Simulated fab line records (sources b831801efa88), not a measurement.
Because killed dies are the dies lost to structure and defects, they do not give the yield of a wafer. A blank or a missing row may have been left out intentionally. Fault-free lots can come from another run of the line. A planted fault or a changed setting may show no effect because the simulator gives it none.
Which tool is to blame? || flow sky130 || 7 lots with 21 wafers sampled at 4 steps, on a route of 708 steps

WHAT THE GAUGES SHOWED, per wafer
SKY_VIA1_RS_MEAS_22: a four-point-probe measurement.
{"lot": "L588", "measured": "day 34 02:38", "on": "filmMetro-04", "VIA1_W_RS (ohm/sq)": "0.428 0.433 0.434"}
{"lot": "L593", "measured": "day 36 00:16", "on": "filmMetro-02", "VIA1_W_RS (ohm/sq)": "0.430 0.429 0.419"}
{"lot": "L595", "measured": "day 36 13:41", "on": "filmMetro-03", "VIA1_W_RS (ohm/sq)": "0.425 0.430 0.432"}
{"lot": "L599", "measured": "day 37 17:29", "on": "filmMetro-02", "VIA1_W_RS (ohm/sq)": "0.428 0.434 0.435"}
{"lot": "L605", "measured": "day 39 17:36", "on": "filmMetro-03", "VIA1_W_RS (ohm/sq)": "58.964 57.921 58.431"}
{"lot": "L607", "measured": "day 40 03:51", "on": "filmMetro-04", "VIA1_W_RS (ohm/sq)": "0.434 0.436 0.436"}
{"lot": "L609", "measured": "day 41 15:35", "on": "filmMetro-03", "VIA1_W_RS (ohm/sq)": "0.432 0.424 0.427"}

EACH LOT AND THE TOOL THAT RAN IT (in order: tool; ch and the chambers of the sampled wafers; start)
{"lot": "L588", "SKY_METAL1_SPUTTER_00": "pvdSputter-04, day 31 18:02", "SKY_VIA1_ETCH_15": "rieDiel-02 ch 1,2, day 34 01:47", "SKY_VIA1_CVD_21": "cvdW-02 ch 0,1, day 34 02:31"}
{"lot": "L593", "SKY_METAL1_SPUTTER_00": "pvdSputter-01, day 33 16:01", "SKY_VIA1_ETCH_15": "rieDiel-01 ch 1,2,3, day 35 23:26", "SKY_VIA1_CVD_21": "cvdW-02 ch 0,1, day 36 00:11"}
{"lot": "L595", "SKY_METAL1_SPUTTER_00": "pvdSputter-04, day 34 06:07", "SKY_VIA1_ETCH_15": "rieDiel-02 ch 0,1,3, day 36 12:50", "SKY_VIA1_CVD_21": "cvdW-02 ch 0,1, day 36 13:34"}
{"lot": "L599", "SKY_METAL1_SPUTTER_00": "pvdSputter-04, day 35 11:34", "SKY_VIA1_ETCH_15": "rieDiel-01 ch 0,1, day 37 16:34", "SKY_VIA1_CVD_21": "cvdW-01 ch 0,1, day 37 17:23"}
{"lot": "L605", "SKY_METAL1_SPUTTER_00": "pvdSputter-04, day 37 12:52", "SKY_VIA1_ETCH_15": "rieDiel-01 ch 0,1,2, day 39 16:46", "SKY_VIA1_CVD_21": "cvdW-01 ch 0, day 39 17:31"}
{"lot": "L607", "SKY_METAL1_SPUTTER_00": "pvdSputter-04, day 37 23:50", "SKY_VIA1_ETCH_15": "rieDiel-03 ch 0,2, day 40 03:01", "SKY_VIA1_CVD_21": "cvdW-01 ch 0,1, day 40 03:46"}
{"lot": "L609", "SKY_METAL1_SPUTTER_00": "pvdSputter-01, day 39 12:35", "SKY_VIA1_ETCH_15": "rieDiel-01 ch 0,1,2, day 41 14:47", "SKY_VIA1_CVD_21": "cvdW-01 ch 0,1, day 41 15:30"}
- SKY_METAL1_SPUTTER_00: material Ti, target thk 15 nm, time 10 s.
- SKY_VIA1_ETCH_15: etches SiO2 in C4F8/O2/Ar, stops on TiN, target depth 351 nm, time 54 s.
- SKY_VIA1_CVD_21: deposits W, target thk 270 nm, time 80.902 s.

THE ANSWER, worked out from the rows above alone
Rule: usual is defined by the lots themselves. The widest of any qualifying gaps counts: lots, ordered by their means at a reading, are off when they make up no more than a third of the lots, leave a main group of 4 or more, and stand apart from it by 3 or more times the standard deviation of that group's means. If all means in a main group match to the digits the tables above print for the reading, that group is not used. Also off: a lot with no number at a reading for which 4 or more lots have one. The other lots that the step has rows for count as sound.
Off: at SKY_VIA1_RS_MEAS_22 (VIA1_W_RS), L605. For the main group the mean is 0.430 ohm/sq and the standard deviation 0.0031.
A tool fits if, at a process step before that reading, it ran every lot that is off, and no sound lot after the first of them. Gauges at SKY_VIA1_RS_MEAS_22: tried the same way as those tools. None of those tried fits.

WHAT WAS PUT IN BY THE SIMULATOR
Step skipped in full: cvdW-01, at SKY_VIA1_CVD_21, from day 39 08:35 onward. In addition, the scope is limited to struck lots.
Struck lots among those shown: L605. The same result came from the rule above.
